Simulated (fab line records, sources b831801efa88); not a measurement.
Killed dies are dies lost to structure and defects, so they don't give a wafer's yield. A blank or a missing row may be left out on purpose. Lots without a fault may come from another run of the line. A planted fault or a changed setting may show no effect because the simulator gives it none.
A struck lot beside a sound one | flow sky130 | 15 steps out of a route of 708
Sound: wafers L664.2, L664.3, L664.6. Struck: wafers L677.1, L677.4, L677.5. The cause comes at the end.
At each step with rows: each side's tool, then ch and its chambers, then its first start. Under that, the readings that differ: sound wafers | struck wafers | difference of the means | sigmas: that difference in standard deviations of wafers without a fault.
alike: readings whose means differ by less than 2 such deviations, and words and numbers that are the same on both sides. not compared: withheld readings, readings that some wafer has no value for, bounds like >300 that may hide the same value, and numbers for which the record gives no deviation and whose values overlap.
The two part at a step that has a row with sigmas, a row that says differs or no value, or rows on one side only. Numbers that don't overlap but have no deviation are shown without sigmas and don't part them. A reading that every wafer of one side lacks parts them only if that side has two wafers or more.

SKY_CONTACT_STRIP_19: strips in O2/N2.
  sound on plasma_asher-01 ch 0,1, day 34 00:57; struck on plasma_asher-04 ch 0,1, day 37 16:45
  reading                      | sound             | struck            | difference | sigmas
  strip_time_to_endpoint_s (s) | 3.617 3.678 3.646 | 3.571 3.601 3.602 | -0.056     | -2
  alike: drypump_motor_current_A, o2_flow_sccm, oes_product_au
  not compared: rf_hours_counter_h
then, 4 steps without rows for these wafers: SKY_CONTACT_STRIP_20 (strips in post etch residue remover, time 1200 s); SKY_CONTACT_CLEAN_21 (cleans in IPA, time 180 s); SKY_CONTACT_CLEAN_22 (cleans in O3/DIW); SKY_CONTACT_SPUTTER_23 (material TiN, target thk 20 nm, time 80 s).
SKY_CONTACT_CVD_24: deposits W, target thk 340 nm, time 102.12 s.
  sound on cvd_w-02 ch 0,1, day 34 01:38; struck on cvd_w-01 ch 0,1, day 37 17:26
  reading            | sound       | struck      | difference | sigmas
  heater_power_w (W) | 965 970 898 | 727 718 858 | -177       | -2
  alike: heater_power_outer_w, susceptor_temp_C
SKY_CONTACT_RS_MEAS_25: measures by four-point-probe.
  sound on film_metro-02, day 34 01:46; struck on film_metro-04, day 37 17:33
  alike: CONTACT_W_RS
SKY_CONTACT_THK_MEAS_26: measures by xrf.
  sound on film_metro-02, day 34 01:53; struck on film_metro-04, day 37 17:40
  alike: CONTACT_W_THK
then, 2 steps without rows for these wafers: SKY_CONTACT_CMP_27 (polishes, stops on SiO2, t overpolish 15 s, target thk 0 nm); SKY_METAL1_SPUTTER_00 (material Ti, target thk 15 nm, time 10 s).
SKY_METAL1_SPUTTER_01: material TiN, target thk 20 nm, time 16.7 s.
  sound on pvd_sputter-03, day 34 02:15; struck on pvd_sputter-03, day 37 18:03
  alike: throttle_valve_pct
SKY_METAL1_SPUTTER_02: material AlCu, target thk 250 nm, time 13.3 s.
  sound on pvd_sputter-03, day 34 02:17; struck on pvd_sputter-03, day 37 18:05
  alike: throttle_valve_pct
SKY_METAL1_SPUTTER_03: material Ti, target thk 5 nm, time 3.3 s.
  sound on pvd_sputter-03, day 34 02:18; struck on pvd_sputter-03, day 37 18:06
  reading                                   | sound             | struck            | difference | sigmas
  model.Ti_of_METAL1_SPUTTER_03.thk_nm (nm) | 4.904 4.908 4.921 | 4.122 4.262 4.226 | -0.708     |
  alike: throttle_valve_pct
SKY_METAL1_SPUTTER_04: material TiN, target thk 70 nm, time 58.3 s.
  sound on pvd_sputter-03, day 34 02:19; struck on pvd_sputter-03, day 37 18:07
  alike: throttle_valve_pct
then, 1 step without rows for these wafers: SKY_PAD_OPEN_PROBE_99.

WHERE THEY PART
First at SKY_CONTACT_STRIP_19; last, within this record, at SKY_CONTACT_CVD_24. Later steps at which nothing parts them and some readings are alike: SKY_CONTACT_RS_MEAS_25, SKY_CONTACT_THK_MEAS_26, SKY_METAL1_SPUTTER_01, SKY_METAL1_SPUTTER_02, SKY_METAL1_SPUTTER_03, SKY_METAL1_SPUTTER_04.

WHY: what the simulator had put in
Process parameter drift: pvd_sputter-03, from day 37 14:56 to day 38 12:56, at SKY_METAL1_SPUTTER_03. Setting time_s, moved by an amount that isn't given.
